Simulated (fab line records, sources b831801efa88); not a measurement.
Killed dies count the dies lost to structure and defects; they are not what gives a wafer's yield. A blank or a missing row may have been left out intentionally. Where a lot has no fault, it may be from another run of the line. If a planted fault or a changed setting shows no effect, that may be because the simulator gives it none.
What tool caused it? + flow sky130 + route of 708 steps, sampled at 1 step: 11 lots, 33 wafers

== WHAT THE GAUGES SHOWED, per wafer ==
SKY_CAP2M_OVL_MEAS_12.
| lot  | measured     | on         | CAP2M_OVL (nm) |
|------|--------------|------------|----------------|
| L851 | day 40 20:48 | overlay-01 | -2.7 -2.4 0.1  |
| L852 | day 41 12:33 | overlay-02 | 0.7 0.1 1.0    |
| L853 | day 41 15:05 | overlay-01 | -0.3 -1.6 0.7  |
| L854 | day 41 23:50 | overlay-01 | 0.7 -1.0 -0.1  |
| L855 | day 42 00:29 | overlay-01 | -0.2 -0.1 1.7  |
| L858 | day 43 01:59 | overlay-01 | 2.9 -0.3 2.2   |
| L860 | day 43 13:50 | overlay-01 | 1.5 1.6 0.4    |
| L864 | day 45 01:59 | overlay-01 | 0.6 0.1 -0.8   |
| L868 | day 45 23:59 | overlay-01 | 1.0 0.2 -0.9   |
| L869 | day 46 01:53 | overlay-02 | 3.3 2.2 1.3    |
| L871 | day 46 14:42 | overlay-02 | 2.3 1.3 2.8    |

== WHAT TOOL EACH LOT RAN ON (gives the tool, then ch and the chambers of the sampled wafers, and finally the start) ==
No process step before these readings appears in the record.

== AS READ BY THE TOOLS THEMSELVES (means over the sampled wafers that have a number; for cases with no such wafer, the mark the record gives instead) ==
The record holds no such reading with a usual standard deviation.

== THE ANSWER, worked out from the rows above alone ==
Rule: the usual values come from the lots themselves. The widest of any qualifying gaps counts: lots, ordered by their means at a reading, are off when they make up no more than a third of the lots, leave a main group of 4 or more, and stand apart from it by 3 or more times the standard deviation of that group's means. The tables above print the reading to a certain number of digits; a main group whose means all agree to those digits is not used. Also off: a lot with no number at a reading for which 4 or more lots have one. All remaining lots with rows at the step are treated as sound. After the gauges, taken in route order, come the tools' own readings; for these a lot's mean is taken, as printed above. The first step at which some lot is off is used, and at that step the reading that is off furthest; a lot without a number counts as furthest.
Across all readings shown, no lot is off: no conclusion can be drawn from this.

== WHAT WAS PUT IN BY THE SIMULATOR ==
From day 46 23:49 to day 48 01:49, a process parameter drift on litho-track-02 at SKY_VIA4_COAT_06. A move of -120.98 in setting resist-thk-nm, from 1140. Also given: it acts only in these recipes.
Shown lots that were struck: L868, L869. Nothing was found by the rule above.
